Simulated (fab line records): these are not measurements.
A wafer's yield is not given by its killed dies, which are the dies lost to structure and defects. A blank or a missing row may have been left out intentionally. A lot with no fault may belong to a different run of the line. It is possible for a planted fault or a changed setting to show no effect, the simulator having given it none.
fab line records	flow sky130	part 1 of 2: steps 1 to 30 of 43
[record] lots = 5	wafers = 15	last-day = 50
route steps=708 shown GATE_OXIDE@201 POLY_GATE@204 RES_PROTECT@206 LDD_N@237
lots that met no fault: taken from a fault-free run of the same line
start-h: hours from the record's first day to the start of the lot's first wafer shown	wait-h: hours from the lot's prior step to this one	" same as the row above	L1.1+2: several wafers, shown together as one row	- value missing, or start not given	* or withheld: withheld	< > ~ a bound
route shown NAME@n: names a module that has steps shown in the file, with the first one's number in the route	usual: average and standard deviation across the fault-free wafers	same: alike in all rows	chamber/n: place in a boat	sites: the reading at each site	_std_site: the standard deviation of these	_edge_site: outer sites' mean less inner sites'	radius-mm: for every site, how far away it sits from the centre of the wafer	mask NAME#n: copy n	behind: the most recent tool/chamber to have shaped the wafer	hold: why the lot was held/for how many hours/how that ended	device: transistor that didn't switch, given as n, p or np	end of line: the same wafers' tests at the end of the route	a step without rows: its recipe alone	killed: at the first sort, the dies lost to defects and structure; wafer yield is something else	map: dies across one wafer; x = killed, . = not, _ = none there
set.NAME: the setting that was run; set.NAME@STEP: the one run at that earlier step	model.NAME: the simulator's own value behind a step, which no gauge read
lots seen at some steps along the route; tables by step, rows by wafer
services: a tool's chamber out of use, with start hour (start-h, from the record's first day; less than 0 if before it), hours out, and reason
[[steps]]
[step SKY_GATE_OXIDE_TW_MEAS_14]
[usual] GATE_OXIDE_TW = 222.8/2.3
lot.wafer	tool	chamber	start-h	wait-h	GATE_OXIDE_TW
L076.1	film-metro-03	-	322.98	0.1	223.4
L076.4	"	-	"	"	223.4
L076.5	"	-	"	"	222.9
L088.1	film-metro-02	-	425.38	0.1	221.4
L088.4	"	-	"	"	218.6
L088.6	"	-	"	"	221.4
L090.4	film-metro-02	-	446.79	0.1	220.2
L090.5	"	-	"	"	220.5
L090.6	"	-	"	"	221.0
L092.1	film-metro-02	-	462.33	0.1	219.4
L092.2	"	-	"	"	220.0
L092.6	"	-	"	"	219.4
L096.1	film-metro-03	-	493.99	0.1	222.8
L096.2	"	-	"	"	222.9
L096.6	"	-	"	"	225.0
[step SKY_GATE_OXIDE_CLEAN_15]
[recipe] chemistry = SC1/SC2	mix = 1:4:20	temp-c = 70	time-s = 150	dry = n2-spin
lot.wafer	tool	chamber	start-h	wait-h
L076.1+4+5	wet-bench-04	1	323.04	0.1
L088.1+4+6	wet-bench-04	1	425.44	0.1
L090.4+5+6	wet-bench-02	0	446.82	0.0
L092.1+2+6	wet-bench-03	0	462.39	0.1
L096.1+2+6	wet-bench-03	1	494.05	0.1
[step SKY_GATE_OXIDE_OXIDATION_16]
[recipe] temp-c = 800	ambient = O2	idle-temp-c = 700	ramp-up-c-per-min = 10	ramp-down-c-per-min = 3	stabilise-s = 600	purge-s = 300	target-thk-a = 35.7	ox-time-s = 1915
[usual] spike-tc-centre-C = 801.1/0.96	tube_center_temp_C_max = 802.1/0.33
[same] ox-time-s = 1915
lot.wafer	tool	chamber	start-h	wait-h	spike-tc-centre-C	tube_center_temp_C_max
L076.1	furnace-02	0	323.57	0.5	799.6	801.7
L076.4	"	0	"	"	802.1	802.1
L076.5	"	0	"	"	800.0	801.7
L088.1	furnace-01	0	429.84	4.4	802.2	802.5
L088.4	"	0	"	"	801.7	801.8
L088.6	"	0	"	"	801.2	802.0
L090.4	furnace-01	0	447.64	0.8	800.8	801.5
L090.5	"	0	"	"	802.7	801.8
L090.6	"	0	"	"	799.9	801.9
L092.1	furnace-01	0	463.18	0.7	801.0	803.1
L092.2	"	0	"	"	801.2	802.8
L092.6	"	0	"	"	800.7	802.2
L096.1	furnace-02	0	495.01	0.9	801.9	802.8
L096.2	"	0	"	"	799.8	802.0
L096.6	"	0	"	"	802.3	801.9
[step SKY_POLY_GATE_CVD_00]
[recipe] material = poly-Si	target-thk-nm = 180	temp-c = 620	time-s = 720	pressure-mtorr = 200
[usual] spike-tc-centre-C = 620.2/1.1	susceptor-temp-C = 619.97/0.28
lot.wafer	tool	chamber	start-h	wait-h	spike-tc-centre-C	susceptor-temp-C
L076.1	lpcvd-01	0	325.10	0.0	621.0	620.39
L076.4	"	0	"	"	621.5	620.03
L076.5	"	0	"	"	621.6	619.96
L088.1	lpcvd-01	1	431.37	0.0	617.9	620.13
L088.4	"	1	"	"	618.8	620.07
L088.6	"	1	"	"	619.4	620.03
L090.4	lpcvd-01	1	449.17	0.0	620.6	620.07
L090.5	"	1	"	"	620.4	619.52
L090.6	"	1	"	"	618.8	619.81
L092.1	lpcvd-01	1	464.71	0.0	619.5	620.32
L092.2	"	1	"	"	618.9	619.83
L092.6	"	1	"	"	618.8	620.12
L096.1	lpcvd-01	1	496.54	0.0	620.0	619.87
L096.2	"	1	"	"	619.0	619.85
L096.6	"	1	"	"	620.2	619.81
[step SKY_POLY_GATE_THK_MEAS_01]
[recipe] reads = poly-Si_of_POLY_GATE_CVD_00
[usual] POLY_GATE_CVD_00_THK = 180.5/1.1
lot.wafer	tool	chamber	start-h	wait-h	POLY_GATE_CVD_00_THK[nm]
L076.1	film-metro-02	-	326.30	0.0	182.1
L076.4	"	-	"	"	181.3
L076.5	"	-	"	"	182.4
L088.1	film-metro-02	-	432.57	0.0	182.1
L088.4	"	-	"	"	180.8
L088.6	"	-	"	"	182.5
L090.4	film-metro-04	-	450.40	0.0	181.0
L090.5	"	-	"	"	180.7
L090.6	"	-	"	"	180.2
L092.1	film-metro-02	-	465.91	0.0	181.5
L092.2	"	-	"	"	182.5
L092.6	"	-	"	"	182.1
L096.1	film-metro-01	-	497.74	0.0	179.4
L096.2	"	-	"	"	179.2
L096.6	"	-	"	"	178.7
[step SKY_RES_PROTECT_DEHYDRATE_00]
[recipe] temp-c = 200	time-s = 60
lot.wafer	tool	chamber	start-h	wait-h
L076.1+4+5	litho-track-04	0	338.42	12.1
L088.1+4+6	litho-track-03	0	446.84	14.3
L090.4+5+6	litho-track-03	0	466.16	15.7
L092.1+2+6	litho-track-04	0	480.22	14.3
L096.1+2+6	litho-track-01	0	511.89	14.1
[step SKY_RES_PROTECT_HMDS_01]
[recipe] prime-time-s = 60	prime-temp-c = 120
lot.wafer	tool	chamber	start-h	wait-h
L076.1+4+5	litho-track-04	0	338.57	0.1
L088.1+4+6	litho-track-03	0	446.99	0.1
L090.4+5+6	litho-track-03	0	466.31	0.1
L092.1+2+6	litho-track-04	0	480.37	0.1
L096.1+2+6	litho-track-01	0	512.04	0.1
[step SKY_RES_PROTECT_COAT_02]
[recipe] resist = NOVOLAK	spin-rpm = 3000	resist-thk-nm = 1140
lot.wafer	tool	chamber	start-h	wait-h
L076.1+4+5	litho-track-04	0	338.72	0.1
L088.1+4+6	litho-track-03	0	447.14	0.1
L090.4+5+6	litho-track-03	0	466.46	0.1
L092.1+2+6	litho-track-04	0	480.52	0.1
L096.1+2+6	litho-track-01	0	512.19	0.1
[step SKY_RES_PROTECT_SOFTBAKE_03]
[recipe] temp-c = 90	time-s = 62.71	resist = NOVOLAK
[usual] plate-sensor-t-centre-C = 90.756/0.01	plate-sensor-t-edge-C = 90.829/0.0089
lot.wafer	tool	chamber	start-h	wait-h	plate-sensor-t-centre-C	plate-sensor-t-edge-C
L076.1	litho-track-04	0	338.87	0.1	90.756	90.829
L076.4	"	0	"	"	90.766	90.83
L076.5	"	0	"	"	90.769	90.821
L088.1	litho-track-03	0	447.29	0.1	90.746	90.832
L088.4	"	0	"	"	90.757	90.841
L088.6	"	0	"	"	90.741	90.823
L090.4	litho-track-03	0	466.61	0.1	90.748	90.834
L090.5	"	0	"	"	90.772	90.832
L090.6	"	0	"	"	90.740	90.829
L092.1	litho-track-04	0	480.67	0.1	90.748	90.815
L092.2	"	0	"	"	90.767	90.816
L092.6	"	0	"	"	90.768	90.828
L096.1	litho-track-01	0	512.34	0.1	90.774	90.835
L096.2	"	0	"	"	90.761	90.827
L096.6	"	0	"	"	90.757	90.851
[step SKY_RES_PROTECT_EXPOSE_04]
[recipe] mask-id = RPM	na = 0.6	source-shape = conventional	sigma-outer = 0.6	polarization = unpolarized	target-cd-nm = 1270	dose-mj = 131
lot.wafer	tool	chamber	start-h	wait-h	mask
L076.1+4+5	iline-stepper-01	0	-	-	RPM#0
L088.1+4+6	iline-stepper-02	0	-	-	RPM#0
L090.4+5+6	iline-stepper-02	0	-	-	RPM#0
L092.1+2+6	iline-stepper-02	0	-	-	RPM#0
L096.1+2+6	iline-stepper-01	0	-	-	RPM#0
[step SKY_RES_PROTECT_PEB_05]
[recipe] temp-c = withheld	time-s = *	resist = NOVOLAK
lot.wafer	tool	chamber	start-h	wait-h
L076.1+4+5	litho-track-03	0	-	-
L088.1+4+6	litho-track-01	0	-	-
L090.4+5+6	litho-track-01	0	-	-
L092.1+2+6	litho-track-03	0	-	-
L096.1+2+6	litho-track-04	0	-	-
[step SKY_RES_PROTECT_DEVELOP_06]
[recipe] resist = NOVOLAK	developer = TMAH	develop-time-s = 60	dev-temp-c = 23
lot.wafer	tool	chamber	start-h	wait-h
L076.1+4+5	litho-track-03	0	352.19	0.1
L088.1+4+6	litho-track-01	0	462.29	0.1
L090.4+5+6	litho-track-01	0	481.47	0.1
L092.1+2+6	litho-track-03	0	496.64	0.1
L096.1+2+6	litho-track-04	0	527.67	0.1
[step SKY_POLY_GATE_IMPLANT_02]
[recipe] species = P	energy-kev = 30	dose-cm2 = 7.7e+15	tilt-deg = 0
[usual] tilt-deg = 0.003/0.018
lot.wafer	tool	chamber	start-h	wait-h	tilt-deg
L076.1	implanter-02	0	352.34	0.1	0.026
L076.4	"	0	"	"	-0.013
L076.5	"	0	"	"	0.010
L088.1	implanter-04	0	462.44	0.1	-0.015
L088.4	"	0	"	"	-0.022
L088.6	"	0	"	"	-0.007
L090.4	implanter-01	0	481.62	0.1	-0.025
L090.5	"	0	"	"	0.001
L090.6	"	0	"	"	0.015
L092.1	implanter-02	0	496.79	0.1	0.018
L092.2	"	0	"	"	0.008
L092.6	"	0	"	"	0.006
L096.1	implanter-02	0	527.82	0.1	-0.025
L096.2	"	0	"	"	-0.011
L096.6	"	0	"	"	-0.012
[step SKY_RES_PROTECT_STRIP_07]
[recipe] chemistry = O2/N2	power-w = 1400	pressure-mtorr = 1500	platen-temp-c = withheld	o2-flow-sccm = 3000	n2-flow-sccm = 300	overash-fraction = 0.5
[usual] drypump-motor-current-A = 5.7/0.51	oes-product-au = 0.518/0.0046	strip-time-to-endpoint-s = 23.29/0.041
lot.wafer	tool	chamber	start-h	wait-h	drypump-motor-current-A	oes-product-au	rf-hours-counter-h	strip-time-to-endpoint-s
L076.1	plasma-asher-04	0	352.49	0.1	5.0	0.514	54	23.25
L076.4	"	0	"	"	5.0	0.513	-	23.21
L076.5	"	1	"	"	5.4	0.515	-	23.24
L088.1	plasma-asher-04	0	462.59	0.1	5.0	0.519	65	23.26
L088.4	"	0	"	"	5.0	0.510	-	23.30
L088.6	"	1	"	"	5.4	0.510	-	23.26
L090.4	plasma-asher-03	0	481.73	0.1	6.1	0.521	-	23.21
L090.5	"	1	"	"	6.4	0.516	-	23.24
L090.6	"	0	"	"	6.1	0.524	-	23.23
L092.1	plasma-asher-01	1	496.94	0.1	5.9	0.519	38	23.25
L092.2	"	0	"	"	5.7	0.521	38	23.26
L092.6	"	0	"	"	5.7	0.521	-	23.25
L096.1	plasma-asher-04	0	527.97	0.1	5.0	0.524	74	23.26
L096.2	"	1	"	"	5.4	0.519	74	23.29
L096.6	"	1	"	"	5.5	0.516	-	23.27
[step SKY_RES_PROTECT_TW_MEAS_08]
[usual] POLY_GATE_TW = 4015/46
lot.wafer	tool	chamber	start-h	wait-h	POLY_GATE_TW
L076.1	film-metro-01	-	352.59	0.1	4046
L076.4	"	-	"	"	4062
L076.5	"	-	"	"	4074
L088.1	film-metro-03	-	462.69	0.1	4032
L088.4	"	-	"	"	4001
L088.6	"	-	"	"	4044
L090.4	film-metro-01	-	481.82	0.1	4052
L090.5	"	-	"	"	4069
L090.6	"	-	"	"	4068
L092.1	film-metro-01	-	497.04	0.1	4072
L092.2	"	-	"	"	4061
L092.6	"	-	"	"	4054
L096.1	film-metro-03	-	528.07	0.1	4058
L096.2	"	-	"	"	4029
L096.6	"	-	"	"	4026
[step SKY_RES_PROTECT_CLEAN_09]
[recipe] chemistry = SC1/SC2	mix = 1:4:20	temp-c = 70	time-s = 150	dry = n2-spin
lot.wafer	tool	chamber	start-h	wait-h
L076.1+4+5	wet-bench-01	0	352.65	0.1
L088.1+4+6	wet-bench-01	0	462.75	0.1
L090.4+5+6	wet-bench-04	3	481.85	0.0
L092.1+2+6	wet-bench-01	1	497.10	0.1
L096.1+2+6	wet-bench-03	2	528.13	0.1
[step SKY_POLY_GATE_CVD_03]
[recipe] material = Si3N4	precursor = DCS/NH3	target-thk-nm = 75	temp-c = 770	time-s = 1290	pressure-mtorr = 250
[usual] spike-tc-centre-C = 771.0/1.1	susceptor-temp-C = 770.1/0.34
lot.wafer	tool	chamber	start-h	wait-h	spike-tc-centre-C	susceptor-temp-C
L076.1	lpcvd-02	1	354.78	2.0	772.3	770.0
L076.4	"	1	"	"	771.3	769.8
L076.5	"	1	"	"	770.5	769.4
L088.1	lpcvd-02	1	462.88	0.1	769.3	769.5
L088.4	"	1	"	"	771.2	770.1
L088.6	"	1	"	"	769.7	769.4
L090.4	lpcvd-02	1	482.90	1.0	769.5	770.4
L090.5	"	1	"	"	768.7	770.0
L090.6	"	1	"	"	768.8	770.1
L092.1	lpcvd-02	1	497.15	0.0	770.4	769.8
L092.2	"	1	"	"	770.9	770.2
L092.6	"	1	"	"	769.4	770.3
L096.1	lpcvd-02	0	528.18	0.0	770.4	770.0
L096.2	"	0	"	"	772.1	770.1
L096.6	"	0	"	"	772.1	769.7
[step SKY_POLY_GATE_THK_MEAS_04]
[recipe] reads = Si3N4_of_POLY_GATE_CVD_03
[usual] POLY_GATE_CVD_03_THK = 75.0/0.61
lot.wafer	tool	chamber	start-h	wait-h	POLY_GATE_CVD_03_THK[nm]
L076.1	film-metro-04	-	356.14	0.0	75.5
L076.4	"	-	"	"	75.5
L076.5	"	-	"	"	75.5
L088.1	film-metro-02	-	464.24	0.0	75.0
L088.4	"	-	"	"	74.6
L088.6	"	-	"	"	75.1
L090.4	film-metro-02	-	484.29	0.0	74.6
L090.5	"	-	"	"	74.1
L090.6	"	-	"	"	74.6
L092.1	film-metro-02	-	498.50	0.0	74.1
L092.2	"	-	"	"	74.7
L092.6	"	-	"	"	74.5
L096.1	film-metro-02	-	529.54	0.0	75.1
L096.2	"	-	"	"	74.5
L096.6	"	-	"	"	74.6
[step SKY_POLY_GATE_DEHYDRATE_05]
[recipe] temp-c = 200	time-s = 60
lot.wafer	tool	chamber	start-h	wait-h
L076.1+4+5	litho-track-02	0	369.04	12.9
L088.1+4+6	litho-track-01	0	478.89	14.6
L090.4+5+6	litho-track-01	0	499.32	15.0
L092.1+2+6	litho-track-01	0	513.09	14.6
L096.1+2+6	litho-track-04	0	542.97	13.4
[step SKY_POLY_GATE_HMDS_06]
[recipe] prime-time-s = 60	prime-temp-c = 120
lot.wafer	tool	chamber	start-h	wait-h
L076.1+4+5	litho-track-02	0	369.19	0.1
L088.1+4+6	litho-track-01	0	479.04	0.1
L090.4+5+6	litho-track-01	0	499.47	0.1
L092.1+2+6	litho-track-01	0	513.24	0.1
L096.1+2+6	litho-track-04	0	543.12	0.1
[step SKY_POLY_GATE_COAT_07]
[recipe] resist = BARC	temp-c = withheld	time-s = withheld	spin-rpm = 3000	resist-thk-nm = 110
lot.wafer	tool	chamber	start-h	wait-h
L076.1+4+5	litho-track-02	0	369.34	0.1
L088.1+4+6	litho-track-01	0	479.19	0.1
L090.4+5+6	litho-track-01	0	499.62	0.1
L092.1+2+6	litho-track-01	0	513.39	0.1
L096.1+2+6	litho-track-04	0	543.27	0.1
[step SKY_POLY_GATE_COAT_08]
[recipe] resist = KrF-thick	spin-rpm = 3000	resist-thk-nm = 450
lot.wafer	tool	chamber	start-h	wait-h
L076.1+4+5	litho-track-02	0	-	-
L088.1+4+6	litho-track-01	0	-	-
L090.4+5+6	litho-track-01	0	-	-
L092.1+2+6	litho-track-01	0	-	-
L096.1+2+6	litho-track-04	0	-	-
[step SKY_POLY_GATE_SOFTBAKE_09]
[recipe] temp-c = 100	time-s = 90	resist = KrF-thick
lot.wafer	tool	chamber	start-h	wait-h
L076.1+4+5	litho-track-02	0	-	-
L088.1+4+6	litho-track-01	0	-	-
L090.4+5+6	litho-track-01	0	-	-
L092.1+2+6	litho-track-01	0	-	-
L096.1+2+6	litho-track-04	0	-	-
[step SKY_POLY_GATE_EXPOSE_10]
[recipe] mask-id = P1M	na = 0.68	source-shape = conventional	sigma-outer = 0.6	target-cd-nm = 150	dose-mj = 28
lot.wafer	tool	chamber	start-h	wait-h	mask
L076.1+4+5	krf-scanner-02	0	-	-	P1M#0
L088.1+4+6	krf-scanner-02	0	-	-	P1M#0
L090.4+5+6	krf-scanner-01	0	-	-	P1M#0
L092.1+2+6	krf-scanner-02	0	-	-	P1M#0
L096.1+2+6	krf-scanner-02	0	-	-	P1M#0
[step SKY_POLY_GATE_PEB_11]
[recipe] peb-temp-c = withheld	peb-time-s = withheld	resist = KrF-thick
lot.wafer	tool	chamber	start-h	wait-h
L076.1+4+5	litho-track-02	0	-	-
L088.1+4+6	litho-track-02	0	-	-
L090.4+5+6	litho-track-01	0	-	-
L092.1+2+6	litho-track-01	0	-	-
L096.1+2+6	litho-track-04	0	-	-
[step SKY_POLY_GATE_DEVELOP_12]
[recipe] develop-time-s = 60	resist = KrF-thick	dev-temp-c = 20.47
lot.wafer	tool	chamber	start-h	wait-h
L076.1+4+5	litho-track-02	0	-	-
L088.1+4+6	litho-track-02	0	-	-
L090.4+5+6	litho-track-01	0	-	-
L092.1+2+6	litho-track-01	0	-	-
L096.1+2+6	litho-track-04	0	-	-
[step SKY_POLY_GATE_CD_MEAS_13]
[recipe] target-cd-nm = 150
[usual] cd-nm = 151.0/1.5
lot.wafer	tool	chamber	start-h	wait-h	cd-nm
L076.1	cd-sem-02	-	384.44	-	150.3
L076.4	"	-	"	"	150.9
L076.5	"	-	"	"	150.4
L088.1	cd-sem-02	-	495.19	-	151.3
L088.4	"	-	"	"	151.6
L088.6	"	-	"	"	153.0
L090.4	cd-sem-01	-	514.95	-	151.9
L090.5	"	-	"	"	151.3
L090.6	"	-	"	"	151.5
L092.1	cd-sem-02	-	529.04	-	151.4
L092.2	"	-	"	"	153.2
L092.6	"	-	"	"	152.2
L096.1	cd-sem-01	-	558.87	-	152.6
L096.2	"	-	"	"	153.0
L096.6	"	-	"	"	151.6
[step SKY_POLY_GATE_OVL_MEAS_14]
[usual] POLY_GATE_OVL = 1/6.2
lot.wafer	tool	chamber	start-h	wait-h	POLY_GATE_OVL[nm]
L076.1	overlay-02	-	384.56	0.1	8
L076.4	"	-	"	"	4
L076.5	"	-	"	"	7
L088.1	overlay-02	-	495.31	0.1	0
L088.4	"	-	"	"	4
L088.6	"	-	"	"	6
L090.4	overlay-02	-	515.03	0.1	-9
L090.5	"	-	"	"	-9
L090.6	"	-	"	"	-12
L092.1	overlay-02	-	529.16	0.1	9
L092.2	"	-	"	"	8
L092.6	"	-	"	"	12
L096.1	overlay-02	-	558.99	0.1	-5
L096.2	"	-	"	"	10
L096.6	"	-	"	"	9
[step SKY_POLY_GATE_ETCH_15]
[recipe] chemistry = N2/H2	target = BARC	ion-energy-ev = 200	source-w = 500	bias-w = 100	pressure-mtorr = 30	n2-flow-sccm = 100	h2-flow-sccm = 200	stop-on = SiO2	time-s = 118.5	target-depth-a = 1100
[usual] drypump-motor-current-A = 5.9/0.42	oes-product-au = 0.716/0.005	throttle-valve-pct = 13.213/0.01
lot.wafer	tool	chamber	start-h	wait-h	drypump-motor-current-A	oes-product-au	rf-hours-counter-h	throttle-valve-pct
L076.1	rie-diel-02	0	384.60	0.0	6.2	0.723	4	13.221
L076.4	"	3	"	"	5.2	0.714	88	13.217
L076.5	"	0	"	"	6.3	0.716	-	13.215
L088.1	rie-diel-04	2	495.35	0.0	6.2	0.712	34	13.216
L088.4	"	1	"	"	6.6	0.717	-	13.204
L088.6	"	2	"	"	6.2	0.721	-	13.218
L090.4	rie-diel-02	0	515.09	0.1	6.2	0.715	-	13.217
L090.5	"	1	"	"	5.8	0.715	-	13.217
L090.6	"	2	"	"	5.9	0.726	-	13.233
L092.1	rie-diel-03	0	529.20	0.0	5.8	0.723	11	13.217
L092.2	"	2	"	"	5.6	0.715	1	13.216
L092.6	"	3	"	"	5.9	0.707	-	13.209
L096.1	rie-diel-03	3	559.02	0.0	5.9	0.707	9	13.217
L096.2	"	0	"	"	5.9	0.722	12	13.215
L096.6	"	2	"	"	5.6	0.718	-	13.208
[step SKY_POLY_GATE_ETCH_16]
[recipe] stop-on = poly-Si	chemistry = CH3F/O2	target = Si3N4	source-w = 400	bias-w = 80	pressure-mtorr = 25	ch3f-flow-sccm = 40	O2_flow_sccm = 30	time-s = 147.5	target-depth-a = 750
[usual] drypump-motor-current-A = 5.9/0.42	oes-product-au = 0.640/0.0049	throttle-valve-pct = 10.535/0.009
lot.wafer	tool	chamber	start-h	wait-h	drypump-motor-current-A	oes-product-au	rf-hours-counter-h	throttle-valve-pct
L076.1	rie-diel-02	0	384.68	0.0	6.2	0.648	4	10.528
L076.4	"	3	"	"	5.1	0.639	88	10.538
L076.5	"	0	"	"	6.2	0.638	-	10.530
L088.1	rie-diel-04	2	495.43	0.0	6.2	0.641	34	10.525
L088.4	"	1	"	"	6.6	0.641	-	10.524
L088.6	"	2	"	"	6.2	0.633	-	10.537
L090.4	rie-diel-02	0	515.18	0.0	6.2	0.638	-	10.525
L090.5	"	1	"	"	5.8	0.643	-	10.532
L090.6	"	2	"	"	5.9	0.632	-	10.544
L092.1	rie-diel-03	0	529.28	0.0	5.8	0.640	11	10.533
L092.2	"	2	"	"	5.6	0.636	1	10.525
L092.6	"	3	"	"	5.9	0.639	-	10.522
L096.1	rie-diel-03	3	559.11	0.0	5.9	0.645	9	10.534
L096.2	"	0	"	"	5.8	0.644	12	10.527
L096.6	"	2	"	"	5.6	0.642	-	10.547
